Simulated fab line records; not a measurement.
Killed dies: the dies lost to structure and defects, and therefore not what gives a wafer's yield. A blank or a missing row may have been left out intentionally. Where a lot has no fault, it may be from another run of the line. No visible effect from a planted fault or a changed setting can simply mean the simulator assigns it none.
Matching of chambers / flow sky130 / SKY_PAD_OPEN_ETCH_07 on rieDiel-03 has 4 sister chambers
The step etches the open film in CF4/O2, stops on AlCu, target depth 725 nm, time 161.1 s. 8 wafers are shown with their chamber, then 8 later ones without.

## EACH WAFER AND ITS CHAMBER
wafer=L074.1; chamber=1; rfFwdPowerW (W)=805.9; oesProductAu (a.u.)=0.973
wafer=L086.1; chamber=3; rfFwdPowerW (W)=804.6; oesProductAu (a.u.)=0.969
wafer=L086.4; chamber=0; rfFwdPowerW (W)=803.7; oesProductAu (a.u.)=0.991
wafer=L086.5; chamber=0; rfFwdPowerW (W)=810.3; oesProductAu (a.u.)=0.986
wafer=L087.2; chamber=3; rfFwdPowerW (W)=807.5; oesProductAu (a.u.)=0.987
wafer=L087.4; chamber=1; rfFwdPowerW (W)=805.3; oesProductAu (a.u.)=0.986
wafer=L087.6; chamber=2; rfFwdPowerW (W)=807.6; oesProductAu (a.u.)=0.973
wafer=L092.2; chamber=2; rfFwdPowerW (W)=809.1; oesProductAu (a.u.)=0.978

## WAFERS WHOSE CHAMBER IS MISSING
wafer=L092.3; rfFwdPowerW (W)=808.1; oesProductAu (a.u.)=0.980
wafer=L092.6; rfFwdPowerW (W)=806.9; oesProductAu (a.u.)=0.982
wafer=L095.2; rfFwdPowerW (W)=807.5; oesProductAu (a.u.)=0.973
wafer=L095.4; rfFwdPowerW (W)=804.3; oesProductAu (a.u.)=0.996
wafer=L095.5; rfFwdPowerW (W)=806.5; oesProductAu (a.u.)=0.992
wafer=L096.1; rfFwdPowerW (W)=811.2; oesProductAu (a.u.)=0.984
wafer=L096.2; rfFwdPowerW (W)=809.9; oesProductAu (a.u.)=0.980
wafer=L096.4; rfFwdPowerW (W)=808.6; oesProductAu (a.u.)=0.988

## THE CHAMBER EACH PASSED THROUGH
wafer=L092.3; from the rows above=can't be placed: 2 or 3 or 1 or 0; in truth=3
wafer=L092.6; from the rows above=can't be placed: 1 or 3 or 0 or 2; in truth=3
wafer=L095.2; from the rows above=can't be placed: 2 or 3 or 1 or 0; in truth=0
wafer=L095.4; from the rows above=can't be placed: 0 or 1 or 3 or 2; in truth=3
wafer=L095.5; from the rows above=can't be placed: 0 or 1 or 3 or 2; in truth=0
wafer=L096.1; from the rows above=can't be placed: 2 or 0 or 3 or 1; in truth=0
wafer=L096.2; from the rows above=can't be placed: 2 or 3 or 0 or 1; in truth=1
wafer=L096.4; from the rows above=can't be placed: 0 or 2 or 1 or 3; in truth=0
Correctly placed: 0 of 8. Not placeable from these rows: 8 (in 8, the candidates include the true chamber). Number placed wrongly: 0.
How it was worked out, from the rows above alone: a wafer's distance from a chamber is the root of the sum, over the readings, of the square of ((its reading less the chamber's mean) divided by the reading's scatter). If the next closest chamber is less than 2 further off than the closest, the wafer can't be placed; otherwise it belongs to the closest. For every chamber, the mean is computed from those of its wafers that are shown. How the scatter is found: for the shown wafers, subtract from each reading the mean of its chamber, square and add these, divide the total by (wafers less chambers), then take the root.
